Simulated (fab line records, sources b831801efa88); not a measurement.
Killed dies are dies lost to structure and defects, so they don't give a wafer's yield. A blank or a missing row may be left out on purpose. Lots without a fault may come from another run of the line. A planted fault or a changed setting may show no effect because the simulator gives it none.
Which tool did it? | flow sky130 | 6 lots, 18 wafers sampled, at 1 step of a route of 708

WHAT THE GAUGES READ, wafer by wafer
SKY_LDD_P_OVL_MEAS_08.
lot  | measured     | on         | LDD_P_OVL (nm)
L102 | day 18 21:26 | overlay-02 | 1.4 1.8 2.0
L104 | day 19 18:38 | overlay-02 | -2.0 -0.3 -2.7
L107 | day 21 01:38 | overlay-02 | 1.3 2.1 1.5
L110 | day 23 10:55 | overlay-02 | -1.7 -0.5 -0.3
L115 | day 24 15:50 | overlay-02 | 1.1 -0.4 0.8
L122 | day 26 19:53 | overlay-01 | -1.4 -0.4 -2.0

WHICH TOOL RAN EACH LOT (tool, then ch and the chambers of the sampled wafers, then the start)
The record holds no process step before these readings.

THE ANSWER, worked out from the rows above alone
Rule: what is usual is taken from the lots themselves. Put in order of their means at a reading, lots are off if they are a third of the lots or fewer, leave a main group of 4 or more, and stand apart from it by a gap of 3 or more times the standard deviation of the main group's means; of several such gaps the widest counts. A main group whose means are all the same, to the digits that the tables above print for the reading, isn't used. A lot without any number at a reading at which 4 lots or more have one is off too. The other lots that the step has rows for count as sound.
No lot is off at any reading shown: from this, nothing can be told.

WHAT THE SIMULATOR HAD PUT IN
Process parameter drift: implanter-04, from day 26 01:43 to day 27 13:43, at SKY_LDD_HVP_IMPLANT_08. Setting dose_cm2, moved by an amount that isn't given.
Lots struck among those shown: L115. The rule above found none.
